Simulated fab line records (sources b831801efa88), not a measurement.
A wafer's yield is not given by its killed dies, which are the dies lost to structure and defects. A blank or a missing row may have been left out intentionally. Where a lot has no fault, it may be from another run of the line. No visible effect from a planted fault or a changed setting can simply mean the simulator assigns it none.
Which of the tools did it? | flow gf180mcu | 13 lots with 39 wafers sampled at 4 steps, on a route of 602 steps

WHAT THE GAUGES READ, wafer by wafer
GF_STI_BOW_MEAS_00. Usual: INCOMING_BOW gives -1 um (standard deviation 6.4).
lot  | measured    | on            | INCOMING_BOW (um) | flag
L155 | day 1 10:02 | film-metro-02 | -1 -5 -2          |
L156 | day 1 15:05 | film-metro-02 | -7 -9 4           |
L157 | day 1 20:01 | film-metro-01 | -4 -2 -7          |
L158 | day 2 01:02 | film-metro-02 | 11 -5 -5          |
L167 | day 3 22:00 | film-metro-01 | 4 -5 4            |
L168 | day 4 03:00 | film-metro-02 | 4 -7 -8           |
L169 | day 4 08:01 | film-metro-01 | -19 10 7          |
L170 | day 4 13:00 | film-metro-04 | 7 2 5             |
L171 | day 4 18:01 | film-metro-02 | -5 0 -9           |
L173 | day 5 04:01 | film-metro-02 | -8 2 -7           |
L176 | day 5 19:00 | film-metro-01 | -12 -7 8          |
L177 | day 6 00:01 | film-metro-01 | -5 -5 -1          |
L178 | day 6 05:01 | film-metro-01 | -6 8 4            |

GF_POLY_GATE_CD_MEAS_10 targets a cd of 280 nm. Usual: 280.3 nm for cd-nm, sd 1.2.
lot  | measured     | on        | cd-nm (nm)        | flag
L155 | day 9 07:31  | cd-sem-01 | 282.6 281.3 281.6 |
L156 | day 9 13:13  | cd-sem-01 | 281.3 281.4 280.7 |
L157 | day 9 16:29  | cd-sem-02 | 280.1 280.3 281.6 |
L158 | day 10 05:43 | cd-sem-02 | 281.2 281.0 280.8 |
L167 | day 13 01:44 | cd-sem-02 | 308.3 307.2 306.9 | OFF
L168 | day 12 22:46 | cd-sem-02 | 309.2 307.6 308.3 | OFF
L169 | day 13 06:22 | cd-sem-01 | 279.7 280.0 280.3 |
L170 | day 13 16:29 | cd-sem-01 | 277.4 277.9 278.5 |
L171 | day 14 00:11 | cd-sem-01 | 280.3 280.4 280.6 |
L173 | day 14 10:26 | cd-sem-02 | 281.4 282.0 282.7 |
L176 | day 15 11:53 | cd-sem-02 | 278.7 279.0 280.0 |
L177 | day 15 13:23 | cd-sem-01 | 278.3 278.6 277.8 |
L178 | day 16 02:28 | cd-sem-01 | 281.0 280.0 281.6 |

GF_POLY_GATE_THK_MEAS_17. Usual: POLY_GATE_OXIDATION_THK gives 4.03 nm (standard deviation 0.083).
lot  | measured     | on            | POLY_GATE_OXIDATION_THK (nm) | flag
L155 | day 9 09:15  | film-metro-02 | 3.92 3.96 3.91               |
L156 | day 9 14:52  | film-metro-02 | 4.14 4.13 4.11               |
L157 | day 9 18:08  | film-metro-03 | 4.14 4.08 4.13               |
L158 | day 10 10:41 | film-metro-02 | 4.03 4.01 4.07               |
L167 | day 13 05:35 | film-metro-01 | 4.01 3.85 4.00               |
L168 | day 13 00:45 | film-metro-02 | 3.91 3.94 3.97               |
L169 | day 13 08:52 | film-metro-02 | 3.99 3.99 4.02               |
L170 | day 13 18:08 | film-metro-01 | 3.90 3.85 3.85               |
L171 | day 14 03:07 | film-metro-03 | 3.97 3.94 4.02               |
L173 | day 14 12:13 | film-metro-02 | 4.02 3.90 4.03               |
L176 | day 15 13:35 | film-metro-01 | 4.06 4.03 4.05               |
L177 | day 15 16:23 | film-metro-02 | 4.02 4.08 4.01               |
L178 | day 16 04:08 | film-metro-01 | 4.03 4.04 4.08               |

TOOL THAT RAN EACH LOT (tool first, then ch and the chambers of the sampled wafers, then the start)
lot  | GF_POLY_GATE_SOFTBAKE_06
L155 | litho-track-01 ch 0, day 8 22:00
L156 | litho-track-03 ch 0, day 9 05:00
L157 | litho-track-01 ch 0, day 9 08:00
L158 | litho-track-01 ch 0, day 9 20:00
L167 | litho-track-04 ch 0, day 12 15:00
L168 | litho-track-04 ch 0, day 12 13:00
L169 | litho-track-03 ch 0, day 12 20:00
L170 | litho-track-03 ch 0, day 13 06:00
L171 | litho-track-03 ch 0, day 13 14:00
L173 | litho-track-03 ch 0, day 13 23:00
L176 | litho-track-01 ch 0, day 15 00:00
L177 | litho-track-03 ch 0, day 15 02:00
L178 | litho-track-03 ch 0, day 15 15:00
- GF_POLY_GATE_SOFTBAKE_06: time 60 s.

WHAT THE TOOLS THEMSELVES READ (means of the sampled wafers that have a number; where no wafer has one, the mark that the record gives instead)
GF_POLY_GATE_SOFTBAKE_06. Usual: heater-power-total-W 93.05 W, standard deviation 0.058; plate-temp-C 129.99 C, standard deviation 0.14.
lot  | tool           | heater-power-total-W (W) | plate-temp-C (C) | flag
L155 | litho-track-01 | 93.02                    | 130.01           |
L156 | litho-track-03 | 93.03                    | 130.00           |
L157 | litho-track-01 | 93.06                    | 129.88           |
L158 | litho-track-01 | 93.05                    | 130.00           |
L167 | litho-track-04 | 79.15                    | 115.28           | OFF
L168 | litho-track-04 | 79.25                    | 115.33           | OFF
L169 | litho-track-03 | 93.09                    | 129.91           |
L170 | litho-track-03 | 93.05                    | 130.14           |
L171 | litho-track-03 | 93.07                    | 129.88           |
L173 | litho-track-03 | 93.06                    | 130.17           |
L176 | litho-track-01 | 93.04                    | 129.90           |
L177 | litho-track-03 | 93.06                    | 130.10           |
L178 | litho-track-03 | 93.05                    | 129.91           |

THE ANSWER, worked out from the rows above alone
Rule: a lot is off if the mean of its wafers that have a number lies more than 3 standard deviations from the usual mean. Also off: a lot with no number at a reading for which 4 or more lots have one. The other lots that the step has rows for count as sound. After the gauges, taken in route order, come the tools' own readings; for these a lot's mean is taken, as printed above. The first step at which some lot is off is used, and at that step the reading that is off furthest; a lot without a number counts as furthest.
Off, at GF_POLY_GATE_CD_MEAS_10 on cd-nm: L167, L168.
If a tool, at a process step before that reading, ran all the lots that are off and no sound lot after the first of them, it fits. The gauges at GF_POLY_GATE_CD_MEAS_10 aren't tried: what is off there is off at GF_POLY_GATE_SOFTBAKE_06 too, on other tools, and a gauge's error can't cause that. One fits: GF_POLY_GATE_SOFTBAKE_06 on litho-track-04. It ran no sound lot before its first lot that is off in this sample, so the start can't be narrowed down.
The tool's own readings at GF_POLY_GATE_SOFTBAKE_06 bear it out: on the lots that are off they differ by more than 5 times the standard deviation of the sound lots' means. heater-power-total-W reads 79.20 W there against 93.05 W on the sound lots; plate-temp-C reads 115.31 C there against 129.99 C on the sound lots.

WHAT THE SIMULATOR HAD INSERTED
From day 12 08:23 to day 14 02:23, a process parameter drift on litho-track-04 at GF_POLY_GATE_SOFTBAKE_06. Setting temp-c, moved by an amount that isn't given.
Lots struck among those shown: L167, L168. The rule given above showed the same thing.
